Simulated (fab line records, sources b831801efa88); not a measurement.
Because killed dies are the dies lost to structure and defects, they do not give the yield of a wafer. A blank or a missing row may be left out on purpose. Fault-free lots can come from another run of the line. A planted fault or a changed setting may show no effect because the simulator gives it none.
Struck lot and sound lot, side by side / flow sky130 / 15 out of 708 route steps
Sound: these wafers, L945.1, L945.2, L945.5. Wafers L937.1, L937.2, L937.5 were the ones struck. The cause comes at the end.
Order at every step that has rows: each side's tool, ch and its chambers, its first start. Under that, the readings that differ: sound wafers / struck wafers / difference of the means / sigmas: that difference in standard deviations of wafers without a fault.
alike: a reading whose means differ by less than 2 such deviations, as well as words and numbers matching on both sides. not compared: withheld readings; readings where some wafer has no value; bounds like >300 that might hide an equal value; numbers whose values overlap and for which the record gives no deviation.
Wherever a step has rows on one side only, a row that says differs or no value, or a row with sigmas, the two part there. Numbers that don't overlap but have no deviation are shown without sigmas and don't part them. A reading missing from all wafers of one side parts the sides only when that side holds two or more wafers.

SKY_LDD_HVP_STRIP_09: strips in O2/N2.
  sound on plasma_asher-03 ch 0,1, day 26 14:30; struck on plasma_asher-02 ch 0,1, day 23 11:45
  alike: drypump_motor_current_A, o2_flow_sccm, oes_product_au, strip_time_to_endpoint_s
  not compared: rf_hours_counter_h
SKY_LDD_HVP_TW_MEAS_10:
  sound on film_metro-04 at day 26 14:36; struck on film_metro-01 at day 23 11:51
  alike: LDD_HVP_TW
then, 7 steps without rows for these wafers: SKY_LDD_LDN_DEHYDRATE_00 (time 60 s); SKY_LDD_LDN_HMDS_01 (prime time 60 s); SKY_LDD_LDN_COAT_02 (resist thk 1140 nm); SKY_LDD_LDN_SOFTBAKE_03 (time 60 s); SKY_LDD_LDN_EXPOSE_04 (exposes mask LDNTM, target cd 700 nm); SKY_LDD_LDN_PEB_05; SKY_LDD_LDN_DEVELOP_06 (develop time 60 s).
SKY_LDD_LDN_OVL_MEAS_07:
  sound on overlay-02 at day 27 19:35; struck on overlay-01 at day 24 16:26
  alike: LDD_LDN_OVL
then, 2 steps without rows for these wafers: SKY_LDD_LDN_IMPLANT_08; SKY_LDD_LDN_IMPLANT_09.
SKY_LDD_LDN_IMPLANT_10:
  sound on implanter-03 ch 0, day 27 19:56; struck on implanter-04 ch 0, day 24 16:47
reading=beam_energy_keV; sound=14.995 14.997 14.996; struck=14.793 14.790 14.791; difference=-0.205; sigmas=-48
reading=model.implant.drp_nm (nm); sound=5.933 5.933 5.933; struck=5.877 5.877 5.877; difference=-0.056; sigmas=
  alike: beam_on_s
next, for these wafers, 1 step has no rows: SKY_LDD_LDN_IMPLANT_11.
-- record jumps: 22 days separate the struck wafers' starts on either side; left off in module LDD_LDN, taken up again in module PAD_OPEN, whose first shown step is the route's number 708 --
SKY_PAD_OPEN_PROBE_99:
  rows exist in the record for the struck wafers here (prober-02, day 46 23:37), but not for the sound ones

== WHERE THEY PART ==
Last at SKY_PAD_OPEN_PROBE_99 as far as this record goes, first at SKY_LDD_LDN_IMPLANT_10.

WHY: the cause the simulator had injected
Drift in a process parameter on implanter-04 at SKY_LDD_LDN_IMPLANT_10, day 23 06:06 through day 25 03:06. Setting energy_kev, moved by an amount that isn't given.
